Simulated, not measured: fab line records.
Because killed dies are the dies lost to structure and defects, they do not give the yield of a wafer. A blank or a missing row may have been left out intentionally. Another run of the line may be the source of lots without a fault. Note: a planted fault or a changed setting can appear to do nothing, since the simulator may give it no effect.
fab line records	flow sky130
record lots=5	wafers=15	last-day=50
route steps=708 shown VIA3@591 METAL4@598 CAP2M@603 PAD_OPEN@708
lots with no fault: from the same line, run without faults
start-h: hours from the record's opening day to when the first of the lot's shown wafers began	wait-h: hours elapsed since this lot's preceding step	" as in the row above	L1.1+2: several wafers, shown together as one row	- no value, or no start was given	* or withheld: withheld	< > ~ a bound
route shown NAME@n: a module of which the file shows steps, and the number in the route of the first	usual: the fault-free wafers' mean and standard deviation	same: alike in all rows	chamber/n: place in a boat	sites: per-site readings	_std_site: their standard deviation	_edge_site: inner sites' mean taken away from outer sites' mean	radius-mm: how far each site lies from the wafer's centre	mask NAME#n: copy n	behind: the last tool/chamber to shape the wafer	hold: cause of the lot's hold/its duration in hours/its outcome	device: whichever transistor did not switch (one of n, p or np)	end of line: tests run on the same wafers once the route is complete	step lacking rows: just its recipe	killed: not the wafer's yield, but the dies lost to structure and defects at the first sort	map: a wafer's dies, x killed, . not, _ none there
set.NAME: the setting as run; set.NAME@STEP: as run at that earlier step	model.NAME: the simulator's own value behind a step, which no gauge read
lots at selected steps of the route; one table per step, one row per wafer
services: the hour from which a tool's chamber was out of use, counted from the record's first day as start-h (under 0 if before that day), plus the number of hours and why
## steps
# step SKY_VIA3_CLEAN_18
# recipe chemistry=IPA	time-s=180	temp-c=25
# step SKY_VIA3_CLEAN_19
# recipe chemistry=O3/DIW	dry=n2-spin
# step SKY_VIA3_SPUTTER_20
# recipe material=TiN	target-thk-nm=20	chamber-pressure-pa=5	power-w=4000	time-s=80
# step SKY_VIA3_CVD_21
# recipe material=W	target-thk-nm=390	time-s=117.31	temp-c=400	pressure-torr=40
# usual heater-power-w=769/52
# same time-s=117.31
lot.wafer	tool	chamber	start-h	wait-h	heater-power-w
L402.3	cvd-w-02	1	954.67	0.1	706
L402.4	"	0	"	"	827
L402.6	"	0	"	"	801
L401.3	cvd-w-02	0	954.80	0.1	807
L401.4	"	1	"	"	708
L401.5	"	0	"	"	799
L409.1	cvd-w-02	0	1007.88	0.0	803
L409.3	"	0	"	"	805
L409.4	"	1	"	"	689
L411.1	cvd-w-02	1	1032.49	0.0	705
L411.3	"	0	"	"	804
L411.6	"	0	"	"	814
L420.1	cvd-w-01	0	1076.92	0.0	829
L420.5	"	1	"	"	727
L420.6	"	0	"	"	833
# step SKY_VIA3_RS_MEAS_22
# recipe thk-meas-gauge=four-point-probe	reads=W_of_VIA3_CVD_21+TiN_of_VIA3_SPUTTER_20
# usual VIA3_W_RS=0.296/0.0042
lot.wafer	tool	chamber	start-h	wait-h	VIA3_W_RS[ohm/sq]
L402.3	film-metro-01	-	954.80	0.1	0.296
L402.4	"	-	"	"	0.291
L402.6	"	-	"	"	0.293
L401.3	film-metro-03	-	954.92	0.1	0.299
L401.4	"	-	"	"	0.300
L401.5	"	-	"	"	0.294
L409.1	film-metro-03	-	1008.00	0.1	0.288
L409.3	"	-	"	"	0.287
L409.4	"	-	"	"	0.292
L411.1	film-metro-02	-	1032.80	0.3	0.295
L411.3	"	-	"	"	0.291
L411.6	"	-	"	"	0.295
L420.1	film-metro-02	-	1077.04	0.1	0.302
L420.5	"	-	"	"	0.301
L420.6	"	-	"	"	0.306
# step SKY_VIA3_THK_MEAS_23
# recipe thk-meas-gauge=xrf	reads=W_of_VIA3_CVD_21
# usual VIA3_W_THK=391/6.5
lot.wafer	tool	chamber	start-h	wait-h	VIA3_W_THK[nm]
L402.3	film-metro-01	-	954.90	0.1	390
L402.4	"	-	"	"	392
L402.6	"	-	"	"	391
L401.3	film-metro-03	-	955.02	0.1	392
L401.4	"	-	"	"	390
L401.5	"	-	"	"	396
L409.1	film-metro-03	-	1008.12	0.1	404
L409.3	"	-	"	"	406
L409.4	"	-	"	"	398
L411.1	film-metro-02	-	1032.92	0.1	391
L411.3	"	-	"	"	399
L411.6	"	-	"	"	394
L420.1	film-metro-02	-	1077.16	0.1	385
L420.5	"	-	"	"	386
L420.6	"	-	"	"	382
# step SKY_VIA3_CMP_24
# recipe stop-on=SiO2	t-overpolish-s=20	down-force-psi=3.5	platen-rpm=60	target-thk-nm=0	pad-velocity-m-s=0.94248
# usual head-pressure-psi=3.500/0.0077	motor-current-A=11.2/0.9	overpolish-run-s=19.999/0.0098	time-to-endpoint-s=94/3.9
lot.wafer	tool	chamber	start-h	wait-h	head-pressure-psi	motor-current-A	overpolish-run-s	time-to-endpoint-s
L402.3	cmp-01	0	955.00	0.1	3.497	9.4	19.998	86
L402.4	"	2	"	"	3.483	11.8	20.008	91
L402.6	"	3	"	"	3.488	11.5	20.004	92
L401.3	cmp-01	1	955.25	0.2	3.505	10.0	20.009	91
L401.4	"	2	"	"	3.502	11.3	19.996	95
L401.5	"	2	"	"	3.495	11.0	20.012	95
L409.4	cmp-02	2	1008.24	0.1	3.495	11.1	19.998	103
L409.1	"	3	"	"	3.497	12.3	19.988	101
L409.3	"	1	"	"	3.499	11.9	20.001	100
L411.3	cmp-02	0	1033.20	0.2	3.495	11.9	19.990	95
L411.1	"	1	"	"	3.500	11.2	19.992	97
L411.6	"	3	"	"	3.512	12.0	19.998	99
L420.1	cmp-02	1	1077.37	0.2	3.495	11.3	19.992	93
L420.6	"	2	"	"	3.497	10.8	20.008	95
L420.5	"	3	"	"	3.504	11.6	19.998	98
# step SKY_METAL4_SPUTTER_00
# recipe material=Ti	target-thk-nm=15	power-w=3000	time-s=10	chamber-pressure-pa=0.4
# step SKY_METAL4_SPUTTER_01
# recipe material=TiN	target-thk-nm=20	power-w=6500	time-s=16.7	chamber-pressure-pa=0.4
# step SKY_METAL4_SPUTTER_02
# recipe material=AlCu	target-thk-nm=735	power-w=10600	time-s=39.1	chamber-pressure-pa=0.4
# usual throttle-valve-pct=29.7/1.2
# same time-s=39.1
lot.wafer	tool	chamber	start-h	wait-h	throttle-valve-pct
L402.3	pvd-sputter-01	-	955.30	0.0	31.3
L402.4	"	-	"	"	31.5
L402.6	"	-	"	"	28.6
L401.3	pvd-sputter-03	-	955.60	0.0	28.1
L401.4	"	-	"	"	29.9
L401.5	"	-	"	"	28.1
L409.1	pvd-sputter-01	-	1008.59	0.0	29.4
L409.3	"	-	"	"	28.6
L409.4	"	-	"	"	31.5
L411.1	pvd-sputter-04	-	1033.45	0.0	28.5
L411.3	"	-	"	"	28.9
L411.6	"	-	"	"	28.5
L420.1	pvd-sputter-04	-	1077.57	0.0	28.3
L420.5	"	-	"	"	31.6
L420.6	"	-	"	"	28.2
# step SKY_METAL4_SPUTTER_03
# recipe material=Ti	target-thk-nm=5	power-w=3000	time-s=3.3	chamber-pressure-pa=0.4
# usual throttle-valve-pct=29.8/1.2
# same time-s=3.3
lot.wafer	tool	chamber	start-h	wait-h	throttle-valve-pct
L402.3	pvd-sputter-01	-	955.34	0.0	31.5
L402.4	"	-	"	"	31.3
L402.6	"	-	"	"	28.5
L401.3	pvd-sputter-03	-	955.64	0.0	28.1
L401.4	"	-	"	"	29.7
L401.5	"	-	"	"	27.9
L409.1	pvd-sputter-01	-	1008.63	0.0	29.0
L409.3	"	-	"	"	28.5
L409.4	"	-	"	"	31.4
L411.1	pvd-sputter-04	-	1033.49	0.0	28.3
L411.3	"	-	"	"	28.9
L411.6	"	-	"	"	28.2
L420.1	pvd-sputter-04	-	1077.61	0.0	28.3
L420.5	"	-	"	"	31.3
L420.6	"	-	"	"	28.4
# step SKY_METAL4_SPUTTER_04
# recipe material=TiN	target-thk-nm=70	power-w=6500	time-s=58.3	chamber-pressure-pa=0.4
# step SKY_CAP2M_CVD_00
# recipe material=SiO2	target-thk-nm=15.5	temp-c=400	time-s=withheld	rf-w=450
# usual heater-power-w=674/86	rf-fwd-power-W=442.1/2.4
lot.wafer	tool	chamber	start-h	wait-h	heater-power-w	rf-fwd-power-W	model.SiO2_of_CAP2M_CVD_00.thk-nm
L402.3	pecvd-03	2	955.40	0.0	658	440.6	15.89
L402.4	"	2	"	"	646	443.5	15.99
L402.6	"	0	"	"	637	444.3	15.98
L401.3	pecvd-01	0	955.70	0.0	768	441.6	15.51
L401.4	"	1	"	"	502	440.7	15.51
L401.5	"	0	"	"	765	441.2	15.99
L409.1	pecvd-01	0	1008.70	0.0	723	444.8	15.41
L409.3	"	0	"	"	694	444.2	15.7
L409.4	"	2	"	"	675	445.6	14.9
L411.1	pecvd-02	0	1033.56	0.0	861	438.8	15.18
L411.3	"	2	"	"	751	440.0	15.51
L411.6	"	0	"	"	837	439.5	15.64
L420.1	pecvd-02	2	1077.68	0.0	732	439.3	16.01
L420.5	"	1	"	"	842	441.4	15.8
L420.6	"	0	"	"	833	440.9	15.48
# step SKY_CAP2M_THK_MEAS_01
# recipe reads=SiO2_of_CAP2M_CVD_00
# usual CAP2M_CVD_00_THK=15.48/0.29
lot.wafer	tool	chamber	start-h	wait-h	CAP2M_CVD_00_THK[nm]
L402.3	film-metro-03	-	955.45	-	15.93
L402.4	"	-	"	"	16.01
L402.6	"	-	"	"	16.00
L401.3	film-metro-03	-	955.75	-	15.54
L401.4	"	-	"	"	15.49
L401.5	"	-	"	"	15.98
L409.1	film-metro-04	-	1008.73	-	15.36
L409.3	"	-	"	"	15.70
L409.4	"	-	"	"	14.93
L411.1	film-metro-03	-	1033.58	-	15.19
L411.3	"	-	"	"	15.48
L411.6	"	-	"	"	15.66
L420.1	film-metro-02	-	1077.70	-	15.98
L420.5	"	-	"	"	15.85
L420.6	"	-	"	"	15.50
# step SKY_CAP2M_SPUTTER_02
# recipe material=TiN	target-thk-nm=200	temp-c=300	power-w=6500	time-s=166.7	chamber-pressure-pa=0.4
# step SKY_CAP2M_RS_MEAS_03
# recipe thk-meas-gauge=four-point-probe	reads=TiN_of_CAP2M_SPUTTER_02
# usual CAP2M_TIN_RS=6.89/0.072
lot.wafer	tool	chamber	start-h	wait-h	CAP2M_TIN_RS[ohm/sq]
L402.3	film-metro-02	-	955.63	0.1	6.86
L402.4	"	-	"	"	6.87
L402.6	"	-	"	"	6.87
L401.3	film-metro-03	-	955.93	0.1	6.72
L401.4	"	-	"	"	6.75
L401.5	"	-	"	"	6.78
L409.1	film-metro-04	-	1008.90	0.1	6.84
L409.3	"	-	"	"	6.92
L409.4	"	-	"	"	6.91
L411.1	film-metro-02	-	1033.75	0.1	6.90
L411.3	"	-	"	"	6.73
L411.6	"	-	"	"	6.89
L420.1	film-metro-04	-	1077.87	0.1	6.90
L420.5	"	-	"	"	6.87
L420.6	"	-	"	"	6.89
# step SKY_CAP2M_THK_MEAS_04
# recipe thk-meas-gauge=xrf	reads=TiN_of_CAP2M_SPUTTER_02
# usual CAP2M_TIN_THK=199.0/2.5
lot.wafer	tool	chamber	start-h	wait-h	CAP2M_TIN_THK[nm]
L402.3	film-metro-02	-	955.73	0.1	199.3
L402.4	"	-	"	"	198.1
L402.6	"	-	"	"	198.8
L401.3	film-metro-03	-	956.03	0.1	205.8
L401.4	"	-	"	"	204.4
L401.5	"	-	"	"	204.3
L409.1	film-metro-04	-	1009.02	0.1	199.1
L409.3	"	-	"	"	195.9
L409.4	"	-	"	"	196.0
L411.1	film-metro-02	-	1033.87	0.1	199.6
L411.3	"	-	"	"	204.3
L411.6	"	-	"	"	199.2
L420.1	film-metro-04	-	1077.99	0.1	197.6
L420.5	"	-	"	"	198.3
L420.6	"	-	"	"	197.2
# step SKY_CAP2M_DEHYDRATE_05
# recipe temp-c=200	time-s=60
# step SKY_CAP2M_HMDS_06
# recipe prime-time-s=60	prime-temp-c=120
# step SKY_CAP2M_COAT_07
# recipe resist=NOVOLAK	spin-rpm=3000	resist-thk-nm=1140
# step SKY_CAP2M_SOFTBAKE_08
# recipe temp-c=90	time-s=60	resist=NOVOLAK
# step SKY_CAP2M_EXPOSE_09
# recipe mask-id=CAP2M	na=0.6	source-shape=conventional	sigma-outer=0.6	polarization=unpolarized	target-cd-nm=1000	dose-mj=159
# step SKY_CAP2M_PEB_10
# recipe temp-c=withheld	time-s=*	resist=NOVOLAK
# step SKY_CAP2M_DEVELOP_11
# recipe resist=NOVOLAK	developer=TMAH	develop-time-s=60	dev-temp-c=23
# step SKY_CAP2M_OVL_MEAS_12
# usual CAP2M_OVL=0.2/1.4
lot.wafer	tool	chamber	start-h	wait-h	CAP2M_OVL[nm]
L402.3	overlay-01	-	978.93	0.1	0.7
L402.4	"	-	"	"	0.8
L402.6	"	-	"	"	-2.1
L401.3	overlay-01	-	979.32	0.1	-1.5
L401.4	"	-	"	"	-0.2
L401.5	"	-	"	"	0.6
L409.1	overlay-01	-	1031.05	0.1	-0.3
L409.3	"	-	"	"	-0.6
L409.4	"	-	"	"	-0.9
L411.1	overlay-02	-	1055.62	0.1	0.1
L411.3	"	-	"	"	0.0
L411.6	"	-	"	"	-1.1
L420.1	overlay-02	-	1098.96	0.1	-1.2
L420.5	"	-	"	"	0.8
L420.6	"	-	"	"	0.3
# step SKY_CAP2M_METAL_ETCH_13
# recipe target-depth-nm=220	stop-on=SiO2	chemistry=Cl2/BCl3	target=TiN	pressure-mtorr=10	icp-w=900	bias-w=48.5	Cl2_flow_sccm=60	bcl3-flow-sccm=30	time-s=62.9
# usual drypump-motor-current-A=5.8/0.49	oes-product-au=0.943/0.0075	rf-fwd-power-W=893/3.3	throttle-valve-pct=21.900/0.0092
# same time-s=62.9
lot.wafer	tool	chamber	start-h	wait-h	drypump-motor-current-A	oes-product-au	rf-fwd-power-W	rf-hours-counter-h	throttle-valve-pct
L402.3	rie-metal-03	0	978.98	0.0	5.8	0.946	894	-	21.896
L402.4	"	1	"	"	6.0	0.943	891	-	21.895
L402.6	"	1	"	"	6.0	0.943	888	-	21.891
L401.3	rie-metal-04	0	979.37	0.0	5.0	0.957	897	-	21.906
L401.4	"	1	"	"	6.5	0.945	897	-	21.892
L401.5	"	1	"	"	6.5	0.959	900	-	21.904
L409.1	rie-metal-04	1	1031.09	0.0	6.5	0.942	898	11	21.910
L409.3	"	1	"	"	6.5	0.940	898	-	21.899
L409.4	"	0	"	"	5.0	0.941	892	-	21.896
L411.1	rie-metal-04	0	1055.65	0.0	5.0	0.937	890	19	21.907
L411.3	"	0	"	"	5.0	0.953	886	-	21.888
L411.6	"	0	"	"	4.9	0.945	891	-	21.896
L420.1	rie-metal-01	0	1099.00	0.0	5.8	0.945	892	19	21.915
L420.5	"	0	"	"	5.7	0.937	890	-	21.899
L420.6	"	1	"	"	6.0	0.941	893	-	21.903
# step SKY_CAP2M_STRIP_14
# recipe chemistry=O2/N2	power-w=1400	pressure-mtorr=1500	platen-temp-c=withheld	o2-flow-sccm=3000	n2-flow-sccm=300	overash-fraction=0.5
# step SKY_CAP2M_STRIP_15
# recipe chemistry=post-etch-residue-remover	time-s=1200	temp-c=72.5
# step SKY_CAP2M_CLEAN_16
# recipe chemistry=IPA	time-s=180	temp-c=25
# step SKY_CAP2M_CLEAN_17
# recipe chemistry=O3/DIW	dry=n2-spin
# step SKY_METAL4_DEHYDRATE_05
# recipe temp-c=200	time-s=60
# step SKY_METAL4_HMDS_06
# recipe prime-time-s=60	prime-temp-c=120
# step SKY_METAL4_COAT_07
# recipe resist=BARC	temp-c=withheld	time-s=withheld	spin-rpm=3000	resist-thk-nm=60
# step SKY_METAL4_COAT_08
# recipe resist=KrF-thick	spin-rpm=3000	resist-thk-nm=1140
# step SKY_METAL4_SOFTBAKE_09
# recipe temp-c=100	time-s=90	resist=KrF-thick
# step SKY_METAL4_EXPOSE_10
# recipe mask-id=MM4	na=0.68	source-shape=annular	sigma-inner=0.4	sigma-outer=0.8	target-cd-nm=300	dose-mj=28
# step SKY_METAL4_PEB_11
# recipe peb-temp-c=withheld	peb-time-s=withheld	resist=KrF-thick
# step SKY_METAL4_DEVELOP_12
# recipe develop-time-s=60	resist=KrF-thick	dev-temp-c=21
# step SKY_METAL4_CD_MEAS_13
# recipe target-cd-nm=300
# usual cd-nm=299.7/1.7
lot.wafer	tool	chamber	start-h	wait-h	cd-nm
L402.3	cd-sem-02	-	1002.69	-	300.3
L402.4	"	-	"	"	301.2
L402.6	"	-	"	"	300.2
L401.3	cd-sem-02	-	1003.66	-	298.1
L401.4	"	-	"	"	299.5
L401.5	"	-	"	"	299.5
L409.1	cd-sem-02	-	1053.85	-	298.0
L409.3	"	-	"	"	299.5
L409.4	"	-	"	"	298.0
L411.1	cd-sem-01	-	1077.62	-	302.4
L411.3	"	-	"	"	300.4
L411.6	"	-	"	"	301.2
L420.1	cd-sem-01	-	1119.72	-	301.8
L420.5	"	-	"	"	302.0
L420.6	"	-	"	"	302.9
# step SKY_METAL4_OVL_MEAS_14
# usual METAL4_OVL=1/6.7
lot.wafer	tool	chamber	start-h	wait-h	METAL4_OVL[nm]
L402.3	overlay-01	-	1002.78	0.1	-1
L402.4	"	-	"	"	-8
L402.6	"	-	"	"	1
L401.3	overlay-01	-	1003.75	0.1	-1
L401.4	"	-	"	"	-6
L401.5	"	-	"	"	-4
L409.1	overlay-02	-	1053.97	0.1	0
L409.3	"	-	"	"	13
L409.4	"	-	"	"	10
L411.1	overlay-02	-	1077.74	0.1	-10
L411.3	"	-	"	"	-3
L411.6	"	-	"	"	-10
L420.1	overlay-01	-	1119.84	0.1	-6
L420.5	"	-	"	"	0
L420.6	"	-	"	"	-4
# step SKY_METAL4_DESCUM_15
# recipe chemistry=O2	source-power-w=150	bias-power-w=0	pressure-mtorr=10	temp-c=40	time-s=8
# step SKY_METAL4_ETCH_16
# recipe chemistry=N2/H2	target=BARC	ion-energy-ev=195.5	bias-w=100	pressure-mtorr=30	n2-flow-sccm=100	h2-flow-sccm=200	icp-w=500	stop-on=SiO2	time-s=88.2	target-depth-a=600
# step SKY_METAL4_ETCH_17
# recipe target=SiO2	stop-on=TiN	chemistry=C4F8/O2/Ar	source-w=1500	bias-w=1200	pressure-mtorr=40	c4f8-flow-sccm=withheld	O2_flow_sccm=6	Ar_flow_sccm=300	time-s=3.9	target-depth-a=150
# usual oes-product-au=0.754/0.008	rf-fwd-power-W=1470/7.4
# same time-s=3.9
lot.wafer	tool	chamber	start-h	wait-h	oes-product-au	rf-fwd-power-W	rf-hours-counter-h	model.etch.depth-nm
L402.3	rie-diel-01	1	1002.94	0.0	0.761	1474	8	15.89
L402.4	"	0	"	"	0.768	1487	-	15.99
L402.6	"	1	"	"	0.769	1468	-	15.98
L401.3	rie-diel-03	2	1003.90	0.0	0.763	1482	10	15.51
L401.4	"	0	"	"	0.756	1474	16	15.51
L401.5	"	0	"	"	0.760	1474	-	15.99
L409.1	rie-diel-01	1	1054.27	0.2	0.751	1465	10	15.41
L409.3	"	2	"	"	0.760	1465	24	15.7
L409.4	"	3	"	"	0.742	1469	14	14.9
L411.1	rie-diel-01	1	1077.91	0.1	0.746	1461	11	15.18
L411.3	"	2	"	"	0.750	1478	24	15.51
L411.6	"	1	"	"	0.757	1455	-	15.64
L420.1	rie-diel-03	2	1120.01	0.1	0.768	1463	13	16.01
L420.5	"	0	"	"	0.757	1480	-	15.8
L420.6	"	1	"	"	0.751	1459	-	15.48
# step SKY_PAD_OPEN_PROBE_99
# usual defect-limited-yield=82.4/1.9	killed_at_M0_to_M3=44/6.5	killed_at_M4_up=3.0/1.5	killed-at-contacts=25/5.1	killed-at-front-end=14/4.1	killed-at-other=0.3/0.57	killed-dies=87/9.5	killed-open=48/6.8	killed-short=39/6.2	sort_bin_3_pad_short=0.8/0.42	sort_bin_5_function=10.4/1.4	sort_bin_6_memory=6.3/1.2	sort-n-pass=405/9.5	sort-yield-pct=82.4/1.9
# same gross-dies=492	killed-at-back-side=0	sort_bin_4_leakage[%]=0	sort_bin_8_speed[%]=0
lot.wafer	tool	chamber	start-h	wait-h	defect-limited-yield[%]	killed_at_M0_to_M3	killed_at_M4_up	killed-at-contacts	killed-at-front-end	killed-at-other	killed-dies	killed-open	killed-short	sort_bin_3_pad_short[%]	sort_bin_5_function[%]	sort_bin_6_memory[%]	sort-n-pass	sort-yield-pct[%]	model.etest.cap-mim2.bv-v	model.etest.cap-mim2.leak-log10-a-cm2	model.etest.cap-mim2.c-ff-um2
L402.3	prober-02	-	1094.43	0.2	80.7	54	1	28	12	0	95	51	44	0.6	12.6	6.1	397	80.7	13.72	-9.175	2.287
L402.4	prober-02	-	1094.48	0.2	83.3	41	5	22	14	0	82	41	41	1.4	9.6	5.7	410	83.3	13.99	-9.008	2.265
L402.6	prober-02	-	1094.58	0.2	84.1	39	5	21	13	0	78	43	35	1.0	9.8	5.1	414	84.1	14.43	-9.085	2.28
L401.3	prober-01	-	1097.25	0.2	85.0	38	3	20	13	0	74	47	26	0.2	8.5	6.3	418	85.0	13.64	-9.106	2.332
L401.4	prober-01	-	1097.30	0.2	81.9	46	4	23	15	1	89	49	39	1.0	11.2	5.9	403	81.9	13.79	-8.995	2.342
L401.5	prober-01	-	1097.35	0.2	81.5	51	2	26	12	0	91	50	41	0.6	11.6	6.3	401	81.5	14.57	-9.167	2.267
L409.1	prober-02	-	1142.24	0.1	82.7	41	3	25	14	2	85	45	40	0.8	10.8	5.7	407	82.7	13.94	-9.125	2.374
L409.3	prober-02	-	1142.34	0.2	85.8	40	0	21	9	0	70	42	28	0.2	8.1	5.9	422	85.8	14.22	-9.097	2.329
L409.4	prober-02	-	1142.39	0.2	80.7	51	2	28	14	0	95	58	37	0.8	12.2	6.3	397	80.7	13.36	-8.803	2.438
L411.1	prober-01	-	1163.46	0.1	81.9	46	4	24	15	0	89	54	33	0.2	11.4	6.5	403	81.9	13.61	-8.9	2.391
L411.3	prober-01	-	1163.56	0.2	83.9	41	0	22	16	0	79	43	36	1.2	10.0	4.9	413	83.9	13.89	-8.909	2.329
L411.6	prober-01	-	1163.71	0.2	80.7	57	1	24	11	2	95	50	45	1.2	11.0	7.1	397	80.7	13.84	-9.134	2.316
L420.1	prober-02	-	1196.62	0.1	85.8	38	6	21	5	0	70	36	34	0.6	8.5	5.1	422	85.8	14.7	-9.173	2.275
L420.5	prober-02	-	1196.82	0.2	84.6	45	1	16	14	0	76	40	36	1.2	8.3	5.9	416	84.6	14.48	-8.957	2.301
L420.6	prober-02	-	1196.87	0.2	83.9	48	3	17	11	0	79	46	33	1.2	10.0	4.9	413	83.9	13.32	-8.873	2.338
# killed by level:class
L402.3 VIA1:geometric-particle:open=11 CONTACT:geometric-particle:open=9 VIA3:geometric-particle:open=8 METAL2:geometric-particle:short=8 METAL1:geometric-particle:short=7 CONTACT:geometric-particle:short=6 POLY_GATE:geometric-particle:open=5 LI_CONTACT:geometric-particle:open=5
L402.4 METAL2:geometric-particle:short=10 VIA3:geometric-particle:open=7 VIA1:geometric-particle:open=7 CONTACT:geometric-particle:open=6 LI_CONTACT:geometric-particle:open=6 METAL1:geometric-particle:short=5 POLY_GATE:geometric-particle:short=4 POLY_GATE:geometric-particle:open=4
L402.6 METAL2:geometric-particle:short=8 LI_CONTACT:geometric-particle:open=8 VIA2:geometric-particle:open=7 VIA3:geometric-particle:open=7 CONTACT:geometric-particle:open=5 VIA1:geometric-particle:open=5 METAL2:geometric-particle:open=5 CONTACT:geometric-particle:short=4
L401.3 VIA1:geometric-particle:open=8 VIA2:geometric-particle:open=8 FIELD_ISO:geometric-particle:open=6 LI_CONTACT:geometric-particle:open=6 CONTACT:geometric-particle:open=6 VIA3:geometric-particle:open=6 METAL1:geometric-particle:short=4 VIA1:geometric-particle:short=4
L401.4 VIA1:geometric-particle:open=11 LI_CONTACT:geometric-particle:open=10 CONTACT:geometric-particle:open=7 VIA2:geometric-particle:open=7 POLY_GATE:geometric-particle:short=6 VIA3:geometric-particle:open=6 METAL3:geometric-particle:short=5 VIA3:geometric-particle:short=5
L401.5 VIA3:geometric-particle:open=12 VIA1:geometric-particle:open=11 CONTACT:geometric-particle:open=10 METAL1:geometric-particle:short=8 METAL2:geometric-particle:short=7 CONTACT:geometric-particle:short=6 VIA2:geometric-particle:open=6 FIELD_ISO:geometric-particle:short=4
L409.1 METAL1:geometric-particle:short=10 LI_CONTACT:geometric-particle:open=10 VIA1:geometric-particle:open=8 CONTACT:geometric-particle:open=6 VIA2:geometric-particle:open=5 POLY_GATE:geometric-particle:short=4 METAL2:geometric-particle:short=4 VIA3:geometric-particle:open=4
L409.3 VIA1:geometric-particle:open=15 LI_CONTACT:geometric-particle:open=7 VIA3:geometric-particle:open=5 LOCAL_INTERCONNECT:geometric-particle:short=5 METAL1:geometric-particle:short=4 FIELD_ISO:geometric-particle:open=3 CONTACT:geometric-particle:short=3 VIA2:geometric-particle:open=3
L409.4 CONTACT:geometric-particle:open=12 LI_CONTACT:geometric-particle:open=10 VIA1:geometric-particle:open=8 VIA2:geometric-particle:open=8 VIA3:geometric-particle:open=8 METAL2:geometric-particle:short=7 VIA2:geometric-particle:short=5 POLY_GATE:geometric-particle:open=4
L411.1 VIA3:geometric-particle:open=10 LI_CONTACT:geometric-particle:open=9 VIA1:geometric-particle:open=9 CONTACT:geometric-particle:open=8 VIA2:geometric-particle:open=7 VIA2:geometric-particle:short=5 METAL1:geometric-particle:short=5 POLY_GATE:geometric-particle:open=4
L411.3 CONTACT:geometric-particle:open=13 VIA1:geometric-particle:open=10 METAL1:geometric-particle:short=6 VIA3:geometric-particle:open=5 METAL1:geometric-particle:open=4 VIA1:geometric-particle:short=4 VIA2:geometric-particle:open=4 FIELD_ISO:geometric-particle:short=3
L411.6 VIA1:geometric-particle:open=21 METAL2:geometric-particle:short=10 LOCAL_INTERCONNECT:geometric-particle:short=8 LI_CONTACT:geometric-particle:open=7 POLY_GATE:geometric-particle:short=6 CONTACT:geometric-particle:open=6 VIA1:geometric-particle:short=6 VIA2:geometric-particle:open=6
L420.1 VIA1:geometric-particle:open=9 METAL2:geometric-particle:short=8 LOCAL_INTERCONNECT:geometric-particle:short=7 VIA3:geometric-particle:open=7 LI_CONTACT:geometric-particle:open=5 CONTACT:geometric-particle:short=5 VIA2:geometric-particle:open=5 METAL4:geometric-particle:short=5
L420.5 VIA1:geometric-particle:open=11 METAL1:geometric-particle:short=8 VIA2:geometric-particle:open=7 FIELD_ISO:geometric-particle:short=6 CONTACT:geometric-particle:short=5 LI_CONTACT:geometric-particle:open=4 CONTACT:geometric-particle:open=4 VIA1:geometric-particle:short=4
L420.6 VIA2:geometric-particle:open=14 VIA3:geometric-particle:open=7 VIA1:geometric-particle:short=6 CONTACT:geometric-particle:open=5 FIELD_ISO:geometric-particle:short=4 METAL1:geometric-particle:short=4 LI_CONTACT:geometric-particle:open=4 VIA1:geometric-particle:open=4
## services
tool	chamber	start-h	hours	kind
cmp-02	-	934.04	22.8	pm
cvd-w-01	-	952.67	2.8	pm
cmp-01	-	959.63	1.4	repair
pecvd-02	-	960.97	2.7	repair
cmp-01	-	963.62	5.5	pm
pecvd-01	0	988.60	7.7	repair
rie-diel-01	-	994.49	0.4	repair
rie-diel-01	2	1002.63	5.7	repair
pecvd-02	-	1007.06	5.5	pm
rie-diel-01	-	1008.06	0.9	repair
pvd-sputter-04	-	1023.68	0.9	repair
rie-diel-01	1	1025.43	3.1	repair
cmp-02	-	1028.33	2.2	repair
rie-metal-04	-	1033.76	0.1	repair
rie-diel-03	1	1034.36	6.4	repair
cmp-01	-	1049.66	1.7	repair
cvd-w-02	1	1057.13	2.9	repair
cmp-02	-	1058.57	3.3	repair
pvd-sputter-01	-	1066.42	2.5	repair
rie-diel-03	-	1069.95	0.6	repair
cmp-02	-	1074.14	2.7	repair
cmp-01	-	1081.79	4.0	pm
cmp-01	-	1082.52	0.4	repair
cmp-02	-	1087.92	0.8	repair
## key
first-sign none at tools or gauges
model-effect step=SKY_CAP2M_CVD_00	value=SiO2_of_CAP2M_CVD_00.thk-nm	without=15.82	struck=14.9
model-effect step=SKY_METAL4_ETCH_17	value=etch.depth-nm	without=15.82	struck=14.9
model-effect step=SKY_PAD_OPEN_PROBE_99	value=etest.cap-mim2.bv-v	without=14.19	struck=13.36
met-at SKY_CAP2M_CVD_00
struck-wafers L409.4
onset-between 955.70 1008.70
fault kind=process-parameter-drift	tool=pecvd-01	chamber=-	onset-h=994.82	steps=SKY_CAP2M_CVD_00	channel=target-thk-nm	offset=-0.91024	shape=step	end-h=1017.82	scope=struck-wafers-only	acts-in=these-recipes-only	stated=15.5
